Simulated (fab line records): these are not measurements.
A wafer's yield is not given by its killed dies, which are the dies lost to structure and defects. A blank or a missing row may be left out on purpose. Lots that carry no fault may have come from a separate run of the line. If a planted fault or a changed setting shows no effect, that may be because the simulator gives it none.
Struck lot and sound lot, side by side :: flow sky130 :: 14 out of 708 route steps
Sound: these wafers, L762.1, L762.2, L762.6. The struck wafers were L757.1, L757.2, L757.6. The cause comes at the end.
Order at every step that has rows: each side's tool, ch and its chambers, its first start. Under that, the readings that differ: sound wafers :: struck wafers :: difference of the means :: sigmas: that difference in standard deviations of wafers without a fault.
alike: same words and numbers on both sides, and readings whose means sit less than 2 such deviations apart. not compared: any withheld reading, any reading some wafer has no value for, any bound like >300 that may hide the same value, and any number with overlapping values for which the record gives no deviation.
The two part at a step that has a row with sigmas, a row that says differs or no value, or rows on one side only. Numbers that have no deviation but don't overlap get no sigmas and don't part them. Lack of a reading on every wafer of one side parts them only where that side has two or more wafers.

first, 1 step without rows for these wafers: SKY_SONOS_ONO_OXIDATION_00 (stabilise 600 s, purge 300 s, target thk 2.6 nm).
SKY_SONOS_ONO_THK_MEAS_01:
  sound on film_metro-04, day 18 02:40; struck on film_metro-04, day 16 09:24
  alike: SONOS_ONO_OXIDATION_THK
then, 1 step without rows for these wafers: SKY_SONOS_ONO_CVD_02 (deposits Si3N4 from DCS/NH3, target thk 10.5 nm, time 180 s).
SKY_SONOS_ONO_THK_MEAS_03:
  sound on film_metro-04, day 18 05:20; struck on film_metro-01, day 16 10:57
  alike: SONOS_ONO_CVD_02_THK
then, 1 step without rows for these wafers: SKY_SONOS_ONO_CVD_04 (deposits SiO2 from SiH4/N2O, target thk 5.7199 nm).
SKY_SONOS_ONO_THK_MEAS_05:
  sound on film_metro-04, day 18 06:39; struck on film_metro-03, day 16 12:16
reading: SONOS_ONO_CVD_04_THK (nm)
sound: 6.04 5.99 5.94
struck: 5.60 5.54 5.54
difference: -0.43
sigmas: -4
then, 6 steps without rows for these wafers: SKY_SONOS_ONO_DEHYDRATE_06 (time 60 s); SKY_SONOS_ONO_HMDS_07 (prime time 60 s); SKY_SONOS_ONO_COAT_08 (resist thk 1140 nm); SKY_SONOS_ONO_SOFTBAKE_09 (time 60 s); SKY_SONOS_ONO_EXPOSE_10 (exposes mask ONOM, target cd 410 nm); SKY_SONOS_ONO_PEB_11.
SKY_SONOS_ONO_DEVELOP_12: develop time 60 s.
  sound on litho_track-04 ch 0, day 19 13:25; struck on litho_track-01, day 17 16:26
  no value came back on the struck wafers for chill_plate_temp_C (C), develop_time_s (s); on the sound wafers chill_plate_temp_C (C) reads 23.01 22.87 22.95
SKY_SONOS_ONO_CD_MEAS_13: the cd target is 410 nm.
  sound on cd_sem-02, day 19 13:34; struck on cd_sem-02, day 17 16:35
reading: cd_nm (nm)
sound: 410.6 411.1 412.5
struck: - - -
difference: no value on the struck wafers
sigmas: 

WHERE THEY PART
Last at SKY_SONOS_ONO_CD_MEAS_13 as far as this record goes, first at SKY_SONOS_ONO_THK_MEAS_05.

WHY: what the simulator had put in
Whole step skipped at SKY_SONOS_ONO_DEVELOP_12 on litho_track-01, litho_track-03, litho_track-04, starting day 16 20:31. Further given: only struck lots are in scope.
